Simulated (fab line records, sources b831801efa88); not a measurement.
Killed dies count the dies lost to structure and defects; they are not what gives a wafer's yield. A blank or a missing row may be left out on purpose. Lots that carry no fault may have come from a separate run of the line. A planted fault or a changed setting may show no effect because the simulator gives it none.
fab line records -- flow gf180mcu
[record] lots = 13, wafers = 39, last-day = 34
route steps=602 shown HV_LDD@184 NSD@242
lots that met no fault: from a run of the same line without faults
start-h: start of the lot's first displayed wafer, in hours after the record's first day -- wait-h: hours since the lot's step before -- " repeats the value in the row above -- L1.1+2: several wafers, shown together as one row -- - no value present, or no start provided -- * or withheld: withheld -- < > ~ a bound
route shown NAME@n: a module of which the file shows steps, and the number in the route of the first -- usual: mean/standard deviation taken from wafers without a fault -- same: alike in all rows -- chamber/n: place in a boat -- sites: per-site readings -- _std_site: the standard deviation of these -- _edge_site: mean of outer sites minus mean of inner sites -- radius-mm: how far each site lies from the wafer's centre -- mask NAME#n: copy n -- behind: tool/chamber where the wafer was last shaped -- hold: reason for holding the lot/hours on hold/outcome of the hold -- device: names the non-switching transistor (n, p or np) -- end of line: tests of these same wafers at the route's end -- a step without rows: its recipe alone -- killed: count of dies lost to structure and defects at first sort (not the wafer's yield) -- map: dies across one wafer; x = killed, . = not, _ = none there
set.NAME: setting as actually run; set.NAME@STEP: the setting as run at that earlier step -- model.NAME: the simulator's own value behind a step, which no gauge read
the route's steps for a sample of lots (tables are steps, rows are wafers)
services: a tool's chamber out of use, with start hour (start-h, from the record's first day; less than 0 if before it), hours out, and reason
[[steps]]
[step GF_HV_LDD_OVL_MEAS_08]
[usual] HV_LDD_OVL = 0.3/1.2
lot.wafer,tool,chamber,start-h,wait-h,HV_LDD_OVL[nm]
L759.1,overlay-01,-,218.32,0.1,0.9
L759.5,overlay-01,-,218.32,0.1,0.8
L759.6,overlay-01,-,218.32,0.1,-0.6
L760.1,overlay-01,-,225.66,0.1,1.6
L760.3,overlay-01,-,225.66,0.1,0.2
L760.4,overlay-01,-,225.66,0.1,-1.6
L761.1,overlay-02,-,228.22,0.1,-0.4
L761.3,overlay-02,-,228.22,0.1,2.2
L761.6,overlay-02,-,228.22,0.1,-2.7
L762.1,overlay-01,-,239.29,0.1,1.0
L762.3,overlay-01,-,239.29,0.1,1.6
L762.5,overlay-01,-,239.29,0.1,2.4
L763.1,overlay-02,-,245.92,0.1,1.3
L763.3,overlay-02,-,245.92,0.1,1.7
L763.6,overlay-02,-,245.92,0.1,0.2
L765.3,overlay-02,-,266.80,0.1,-0.8
L765.4,overlay-02,-,266.80,0.1,0.7
L765.5,overlay-02,-,266.80,0.1,1.7
L766.1,overlay-01,-,272.69,0.1,0.4
L766.3,overlay-01,-,272.69,0.1,1.5
L766.4,overlay-01,-,272.69,0.1,0.1
L770.1,overlay-02,-,303.89,0.1,-0.5
L770.3,overlay-02,-,303.89,0.1,1.2
L770.6,overlay-02,-,303.89,0.1,-0.6
L773.1,overlay-02,-,322.24,0.1,1.6
L773.2,overlay-02,-,322.24,0.1,-0.4
L773.4,overlay-02,-,322.24,0.1,0.2
L774.2,overlay-02,-,331.59,0.1,0.0
L774.3,overlay-02,-,331.59,0.1,2.0
L774.4,overlay-02,-,331.59,0.1,-1.3
L775.3,overlay-02,-,335.35,0.1,-0.8
L775.5,overlay-02,-,335.35,0.1,-1.1
L775.6,overlay-02,-,335.35,0.1,0.1
L776.1,overlay-02,-,343.79,0.1,0.1
L776.4,overlay-02,-,343.79,0.1,0.8
L776.6,overlay-02,-,343.79,0.1,0.5
L780.3,overlay-02,-,375.50,0.1,0.2
L780.4,overlay-02,-,375.50,0.1,-0.9
L780.5,overlay-02,-,375.50,0.1,0.2
[step GF_HV_LDD_STRIP_22]
[recipe] chemistry = O2/N2, power-w = 1400, pressure-mtorr = 1500, platen-temp-c = 248.5, o2-flow-sccm = 3000, n2-flow-sccm = 300, overash-fraction = 0.5
[usual] drypump-motor-current-A = 5.8/0.48, heater-power-w = 319/39, oes-product-au = 0.702/0.0051, strip-time-to-endpoint-s = 13.00/0.04
lot.wafer,tool,chamber,start-h,wait-h,drypump-motor-current-A,heater-power-w,oes-product-au,rf-hours-counter-h,strip-time-to-endpoint-s
L759.1,plasma-asher-01,1,236.23,0.1,6.0,302,0.706,41,13.03
L759.5,plasma-asher-01,0,236.23,0.1,5.9,408,0.697,-,13.05
L759.6,plasma-asher-01,1,236.23,0.1,5.9,307,0.698,-,13.03
L760.1,plasma-asher-04,1,243.84,0.1,5.0,322,0.693,61,13.00
L760.3,plasma-asher-04,1,243.84,0.1,5.0,325,0.711,-,13.00
L760.4,plasma-asher-04,0,243.84,0.1,6.3,295,0.706,-,12.98
L761.1,plasma-asher-01,0,247.18,0.1,5.9,413,0.694,42,13.02
L761.3,plasma-asher-01,0,247.18,0.1,5.9,399,0.709,-,13.01
L761.6,plasma-asher-01,0,247.18,0.1,5.9,403,0.700,-,13.01
L762.1,plasma-asher-04,0,259.03,0.1,6.3,291,0.707,62,12.97
L762.3,plasma-asher-04,1,259.03,0.1,5.1,330,0.711,-,12.96
L762.5,plasma-asher-04,1,259.03,0.1,5.0,331,0.711,-,12.96
L763.1,plasma-asher-04,1,265.11,0.1,5.0,325,0.702,63,13.06
L763.3,plasma-asher-04,1,265.11,0.1,5.0,331,0.700,-,13.08
L763.6,plasma-asher-04,1,265.11,0.1,5.0,333,0.702,-,13.12
L765.3,plasma-asher-04,0,286.94,0.1,6.3,304,0.702,-,13.07
L765.4,plasma-asher-04,1,286.94,0.1,5.1,326,0.708,-,13.03
L765.5,plasma-asher-04,1,286.94,0.1,5.0,327,0.703,-,13.02
L766.1,plasma-asher-04,0,292.64,0.1,6.3,297,0.699,66,13.00
L766.3,plasma-asher-04,1,292.64,0.1,5.0,331,0.700,-,13.05
L766.4,plasma-asher-04,0,292.64,0.1,6.3,295,0.699,-,13.02
L770.1,plasma-asher-04,0,325.25,0.1,6.3,302,0.699,69,13.04
L770.3,plasma-asher-04,1,325.25,0.1,5.0,321,0.706,-,13.00
L770.6,plasma-asher-04,1,325.25,0.1,5.0,327,0.707,-,13.00
L773.1,plasma-asher-03,1,344.30,0.1,6.1,320,0.700,68,13.00
L773.2,plasma-asher-03,0,344.30,0.1,5.7,253,0.707,68,13.02
L773.4,plasma-asher-03,1,344.30,0.1,6.1,310,0.702,-,12.99
L774.2,plasma-asher-04,0,354.14,0.1,6.3,295,0.701,72,13.00
L774.3,plasma-asher-04,0,354.14,0.1,6.3,296,0.699,-,13.00
L774.4,plasma-asher-04,1,354.14,0.1,5.0,327,0.705,-,13.02
L775.3,plasma-asher-01,1,358.04,0.1,6.0,313,0.701,-,13.05
L775.5,plasma-asher-01,0,358.04,0.1,5.9,405,0.699,-,13.00
L775.6,plasma-asher-01,1,358.04,0.1,6.0,305,0.697,-,13.01
L776.1,plasma-asher-03,0,366.04,0.1,5.7,256,0.699,71,13.01
L776.4,plasma-asher-03,0,366.04,0.1,5.7,250,0.702,-,12.98
L776.6,plasma-asher-03,1,366.04,0.1,6.1,322,0.699,-,12.97
L780.3,plasma-asher-01,1,398.39,0.1,6.0,310,0.696,-,12.97
L780.4,plasma-asher-01,0,398.39,0.1,5.9,413,0.696,-,13.01
L780.5,plasma-asher-01,0,398.39,0.1,5.9,395,0.702,-,13.00
[step GF_HV_LDD_EXPOSE_28]
[recipe] mask-id = Nplus_HV_AREA, target-cd-nm = 400, na = 0.6, source-shape = conventional, sigma-outer = 0.6, dose-mj = 140
[usual] focus-offset-nm = 0.0/0.54
lot.wafer,tool,chamber,start-h,wait-h,mask,focus-offset-nm
L759.1,iline-stepper-01,0,245.62,-,Nplus_HV_AREA#0,0.1
L759.5,iline-stepper-01,0,245.62,-,Nplus_HV_AREA#0,0.8
L759.6,iline-stepper-01,0,245.62,-,Nplus_HV_AREA#0,-0.2
L760.1,iline-stepper-02,0,253.25,-,Nplus_HV_AREA#0,-1.0
L760.3,iline-stepper-02,0,253.25,-,Nplus_HV_AREA#0,-0.6
L760.4,iline-stepper-02,0,253.25,-,Nplus_HV_AREA#0,-0.5
L761.1,iline-stepper-01,0,256.56,-,Nplus_HV_AREA#0,0.1
L761.3,iline-stepper-01,0,256.56,-,Nplus_HV_AREA#0,-0.4
L761.6,iline-stepper-01,0,256.56,-,Nplus_HV_AREA#0,0.3
L762.1,iline-stepper-01,0,268.49,-,Nplus_HV_AREA#0,-0.9
L762.3,iline-stepper-01,0,268.49,-,Nplus_HV_AREA#0,-0.1
L762.5,iline-stepper-01,0,268.49,-,Nplus_HV_AREA#0,-0.1
L763.1,iline-stepper-01,0,274.74,-,Nplus_HV_AREA#0,-0.7
L763.3,iline-stepper-01,0,274.74,-,Nplus_HV_AREA#0,-0.6
L763.6,iline-stepper-01,0,274.74,-,Nplus_HV_AREA#0,-0.7
L765.3,iline-stepper-01,0,296.94,-,Nplus_HV_AREA#0,-0.2
L765.4,iline-stepper-01,0,296.94,-,Nplus_HV_AREA#0,-0.7
L765.5,iline-stepper-01,0,296.94,-,Nplus_HV_AREA#0,-1.0
L766.1,iline-stepper-02,0,303.06,-,Nplus_HV_AREA#0,0.1
L766.3,iline-stepper-02,0,303.06,-,Nplus_HV_AREA#0,0.4
L766.4,iline-stepper-02,0,303.06,-,Nplus_HV_AREA#0,0.9
L770.1,iline-stepper-01,0,335.94,-,Nplus_HV_AREA#0,0.3
L770.3,iline-stepper-01,0,335.94,-,Nplus_HV_AREA#0,0.1
L770.6,iline-stepper-01,0,335.94,-,Nplus_HV_AREA#0,-0.8
L773.1,iline-stepper-02,0,355.59,-,Nplus_HV_AREA#0,0.0
L773.2,iline-stepper-02,0,355.59,-,Nplus_HV_AREA#0,0.9
L773.4,iline-stepper-02,0,355.59,-,Nplus_HV_AREA#0,0.8
L774.2,iline-stepper-02,0,365.07,-,Nplus_HV_AREA#0,0.3
L774.3,iline-stepper-02,0,365.07,-,Nplus_HV_AREA#0,0.9
L774.4,iline-stepper-02,0,365.07,-,Nplus_HV_AREA#0,0.4
L775.3,iline-stepper-01,0,369.65,-,Nplus_HV_AREA#0,0.7
L775.5,iline-stepper-01,0,369.65,-,Nplus_HV_AREA#0,-0.8
L775.6,iline-stepper-01,0,369.65,-,Nplus_HV_AREA#0,0.7
L776.1,iline-stepper-01,0,377.50,-,Nplus_HV_AREA#0,0.0
L776.4,iline-stepper-01,0,377.50,-,Nplus_HV_AREA#0,-0.4
L776.6,iline-stepper-01,0,377.50,-,Nplus_HV_AREA#0,0.0
L780.3,iline-stepper-01,0,409.50,-,Nplus_HV_AREA#0,-1.3
L780.4,iline-stepper-01,0,409.50,-,Nplus_HV_AREA#0,-0.5
L780.5,iline-stepper-01,0,409.50,-,Nplus_HV_AREA#0,-1.4
[step GF_HV_LDD_OVL_MEAS_32]
[usual] HV_LDD_02_OVL = -0.1/1.3
lot.wafer,tool,chamber,start-h,wait-h,HV_LDD_02_OVL[nm]
L759.1,overlay-01,-,254.76,0.1,0.3
L759.5,overlay-01,-,254.76,0.1,0.0
L759.6,overlay-01,-,254.76,0.1,0.4
L760.1,overlay-02,-,262.76,0.1,0.1
L760.3,overlay-02,-,262.76,0.1,-0.3
L760.4,overlay-02,-,262.76,0.1,-1.0
L761.1,overlay-01,-,266.14,0.1,0.4
L761.3,overlay-01,-,266.14,0.1,1.3
L761.6,overlay-01,-,266.14,0.1,0.7
L762.1,overlay-02,-,278.34,0.1,-1.2
L762.3,overlay-02,-,278.34,0.1,-0.6
L762.5,overlay-02,-,278.34,0.1,-0.2
L763.1,overlay-02,-,285.07,0.1,-1.5
L763.3,overlay-02,-,285.07,0.1,-0.7
L763.6,overlay-02,-,285.07,0.1,-0.1
L765.3,overlay-02,-,307.00,0.1,0.8
L765.4,overlay-02,-,307.00,0.1,1.7
L765.5,overlay-02,-,307.00,0.1,2.0
L766.1,overlay-01,-,313.31,0.1,-1.0
L766.3,overlay-01,-,313.31,0.1,1.0
L766.4,overlay-01,-,313.31,0.1,-0.3
L770.1,overlay-01,-,347.29,0.1,-1.4
L770.3,overlay-01,-,347.29,0.1,-3.2
L770.6,overlay-01,-,347.29,0.1,-1.4
L773.1,overlay-01,-,366.07,0.1,-83.8
L773.2,overlay-01,-,366.07,0.1,-84.9
L773.4,overlay-01,-,366.07,0.1,-85.2
L774.2,overlay-01,-,376.73,0.1,-84.2
L774.3,overlay-01,-,376.73,0.1,-83.5
L774.4,overlay-01,-,376.73,0.1,-84.7
L775.3,overlay-01,-,380.45,0.1,-0.7
L775.5,overlay-01,-,380.45,0.1,1.0
L775.6,overlay-01,-,380.45,0.1,-0.2
L776.1,overlay-02,-,388.37,0.1,-1.1
L776.4,overlay-02,-,388.37,0.1,-1.4
L776.6,overlay-02,-,388.37,0.1,0.1
L780.3,overlay-01,-,421.38,0.1,-1.6
L780.4,overlay-01,-,421.38,0.1,-1.1
L780.5,overlay-01,-,421.38,0.1,1.3
[step GF_NSD_CD_MEAS_07]
[recipe] target-cd-nm = 400
[usual] cd-nm = 400.3/2.3
lot.wafer,tool,chamber,start-h,wait-h,cd-nm
L759.1,cd-sem-01,-,297.32,0.1,399.1
L759.5,cd-sem-01,-,297.32,0.1,399.6
L759.6,cd-sem-01,-,297.32,0.1,401.0
L760.1,cd-sem-01,-,306.27,0.1,393.8
L760.3,cd-sem-01,-,306.27,0.1,396.4
L760.4,cd-sem-01,-,306.27,0.1,394.7
L761.1,cd-sem-01,-,311.54,0.1,398.4
L761.3,cd-sem-01,-,311.54,0.1,398.4
L761.6,cd-sem-01,-,311.54,0.1,398.6
L762.1,cd-sem-01,-,323.30,0.1,399.3
L762.3,cd-sem-01,-,323.30,0.1,398.9
L762.5,cd-sem-01,-,323.30,0.1,397.9
L763.1,cd-sem-01,-,330.12,0.1,403.5
L763.3,cd-sem-01,-,330.12,0.1,403.0
L763.6,cd-sem-01,-,330.12,0.1,402.8
L765.3,cd-sem-01,-,353.68,0.2,404.0
L765.4,cd-sem-01,-,353.68,0.2,402.6
L765.5,cd-sem-01,-,353.68,0.2,403.0
L766.1,cd-sem-02,-,360.27,0.1,398.9
L766.3,cd-sem-02,-,360.27,0.1,397.6
L766.4,cd-sem-02,-,360.27,0.1,397.6
L770.1,cd-sem-01,-,394.79,0.1,398.1
L770.3,cd-sem-01,-,394.79,0.1,399.4
L770.6,cd-sem-01,-,394.79,0.1,395.7
L773.1,cd-sem-02,-,414.20,0.1,400.8
L773.2,cd-sem-02,-,414.20,0.1,399.8
L773.4,cd-sem-02,-,414.20,0.1,398.3
L774.2,cd-sem-02,-,425.15,0.1,400.3
L774.3,cd-sem-02,-,425.15,0.1,401.2
L774.4,cd-sem-02,-,425.15,0.1,399.6
L775.3,cd-sem-01,-,429.61,0.1,398.1
L775.5,cd-sem-01,-,429.61,0.1,396.8
L775.6,cd-sem-01,-,429.61,0.1,399.0
L776.1,cd-sem-02,-,437.55,0.1,402.4
L776.4,cd-sem-02,-,437.55,0.1,403.6
L776.6,cd-sem-02,-,437.55,0.1,403.3
L780.3,cd-sem-02,-,472.94,0.1,400.0
L780.4,cd-sem-02,-,472.94,0.1,397.2
L780.5,cd-sem-02,-,472.94,0.1,400.0
[[services]]
tool,chamber,start-h,hours,kind
iline-stepper-02,-,221.62,3.1,repair
iline-stepper-01,-,276.18,2.6,repair
iline-stepper-02,-,327.03,1.7,pm
iline-stepper-02,-,330.95,4.3,pm
plasma-asher-01,-,332.97,3.1,repair
plasma-asher-04,-,381.25,9.9,repair
iline-stepper-01,-,382.72,1.7,pm
iline-stepper-02,0,388.78,-,calibration
plasma-asher-01,-,393.30,4.9,pm
iline-stepper-01,-,395.90,7.2,repair
iline-stepper-01,-,397.00,12.2,repair
[[key]]
[first-sign] step = GF_HV_LDD_OVL_MEAS_32, reading = HV_LDD_02_OVL, direction = down, sigmas = 63, usual = -0.1, struck = -84.4
effect none on later readings
met-at GF_HV_LDD_EXPOSE_28
struck-lots L773,L774
tester-left-out L773,L774
not-acting-at GF_HV_LDD_OVL_MEAS_08,GF_HV_LDD_STRIP_22,GF_NSD_CD_MEAS_07
onset-between 303.06 355.59
[fault] kind = scanner-matching-overlay, tool = iline-stepper-02, chamber = -, onset-h = 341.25, steps = GF_HV_LDD_EXPOSE_28, offset = -84.702
// tester-left-out: of these lots the tester's yield and bins aren't shown, on N5 and GAA mostly nor the transistor test; their killed dies are dies lost to structure and defects alone, not to doping, threshold or leakage, so they don't give the yield
